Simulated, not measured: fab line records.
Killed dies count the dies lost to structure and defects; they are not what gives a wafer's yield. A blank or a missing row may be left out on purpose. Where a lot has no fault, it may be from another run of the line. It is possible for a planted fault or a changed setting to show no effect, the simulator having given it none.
What tool caused it? ; flow sky130 ; 7 lots, 20 wafers sampled, at 2 steps of a route of 708

== WHAT EACH GAUGE READ, for each wafer ==
SKY_LDD_P_CD_MEAS_07: target cd 380 nm.
lot;measured;on;cd-nm (nm)
L592;day 18 22:40;cd-sem-02;380.3 382.6 381.7
L594;day 20 04:38;cd-sem-02;379.8 379.9 379.9
L596;day 20 16:12;cd-sem-02;376.0 374.6 375.6
L600;day 22 07:13;cd-sem-01;380.3 383.1 357.7
L602;day 23 02:40;cd-sem-02;377.1 348.1
L611;day 26 09:55;cd-sem-02;379.2 378.4 380.2
L613;day 27 05:58;cd-sem-02;384.6 386.2 384.2

== TOOL THAT RAN EACH LOT (tool first, then ch and the chambers of the sampled wafers, then the start) ==
lot;SKY_LDD_P_DEVELOP_06
L592;litho-track-03 ch 0, day 18 22:31
L594;litho-track-03 ch 0, day 20 04:25
L596;litho-track-03 ch 0, day 20 16:03
L600;litho-track-03 ch 0, day 22 07:04
L602;litho-track-03 ch 0, day 23 02:31
L611;litho-track-04 ch 0, day 26 09:46
L613;litho-track-04 ch 0, day 27 05:49
- SKY_LDD_P_DEVELOP_06: develop time 60 s.

== THE ANSWER, worked out from the rows above alone ==
Rule: the lots themselves supply what counts as usual. The widest of any qualifying gaps counts: lots, ordered by their means at a reading, are off when they make up no more than a third of the lots, leave a main group of 4 or more, and stand apart from it by 3 or more times the standard deviation of that group's means. A main group is skipped when, at the precision printed for the reading in the tables above, its means are all equal. A lot without any number at a reading at which 4 lots or more have one is off too. The other lots that the step has rows for count as sound.
No lot is off on any of the readings shown, so nothing can be concluded from this.

== WHAT HAD BEEN PUT IN BY THE SIMULATOR ==
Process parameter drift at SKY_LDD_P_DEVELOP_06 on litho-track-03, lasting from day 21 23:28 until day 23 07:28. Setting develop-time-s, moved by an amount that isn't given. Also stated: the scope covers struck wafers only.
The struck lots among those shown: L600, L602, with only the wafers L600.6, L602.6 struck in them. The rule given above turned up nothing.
